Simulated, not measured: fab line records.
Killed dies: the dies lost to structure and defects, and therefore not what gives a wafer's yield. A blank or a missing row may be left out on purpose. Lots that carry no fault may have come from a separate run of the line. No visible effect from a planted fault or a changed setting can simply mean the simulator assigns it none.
Which of the tools did it?    flow gf180mcu    7 lots with 20 wafers sampled at 2 steps, on a route of 602 steps

## WHAT EACH GAUGE READ, for each wafer
GF_HV_LDD_TW_MEAS_50.
lot   measured      on             HV_LDD_4_TW
L608  day 13 01:18  film-metro-04  568.5 570.1 571.7
L610  day 13 13:50  film-metro-04  569.9 569.0 570.0
L613  day 14 14:03  film-metro-04  512.8 570.3 570.3
L617  day 15 21:58  film-metro-02  518.9 574.5
L624  day 18 07:26  film-metro-02  574.6 575.3 572.6
L626  day 19 07:22  film-metro-01  573.7 574.9 576.6
L627  day 19 21:34  film-metro-04  576.0 575.6 577.1

## EACH LOT AND THE TOOL THAT RAN IT (in order: tool; ch and the chambers of the sampled wafers; start)
lot   GF_HV_LDD_IMPLANT_48
L608  implanter-02 ch 0, day 13 01:03
L610  implanter-01 ch 0, day 13 13:36
L613  implanter-01 ch 0, day 14 13:50
L617  implanter-01 ch 0, day 15 21:45
L624  implanter-01 ch 0, day 18 07:10
L626  implanter-02 ch 0, day 19 07:09
L627  implanter-01 ch 0, day 19 21:19
- GF_HV_LDD_IMPLANT_48

## THE ANSWER, worked out from the rows above alone
Rule: usual is defined by the lots themselves. Put in order of their means at a reading, lots are off if they are a third of the lots or fewer, leave a main group of 4 or more, and stand apart from it by a gap of 3 or more times the standard deviation of the main group's means; of several such gaps the widest counts. Not used: any main group whose means are identical at the precision the tables above print for the reading. A lot without any number at a reading at which 4 lots or more have one is off too. All remaining lots with rows at the step are treated as sound.
Off: at GF_HV_LDD_TW_MEAS_50 (HV_LDD_4_TW), L613, L617. The main group: mean 573.0, standard deviation 2.7.
A tool fits if, at a process step before that reading, it ran every lot that is off, and no sound lot after the first of them. Gauges at GF_HV_LDD_TW_MEAS_50: tried the same way as those tools. Not one of the candidates tried fits.

## WHAT THE SIMULATOR HAD INSERTED
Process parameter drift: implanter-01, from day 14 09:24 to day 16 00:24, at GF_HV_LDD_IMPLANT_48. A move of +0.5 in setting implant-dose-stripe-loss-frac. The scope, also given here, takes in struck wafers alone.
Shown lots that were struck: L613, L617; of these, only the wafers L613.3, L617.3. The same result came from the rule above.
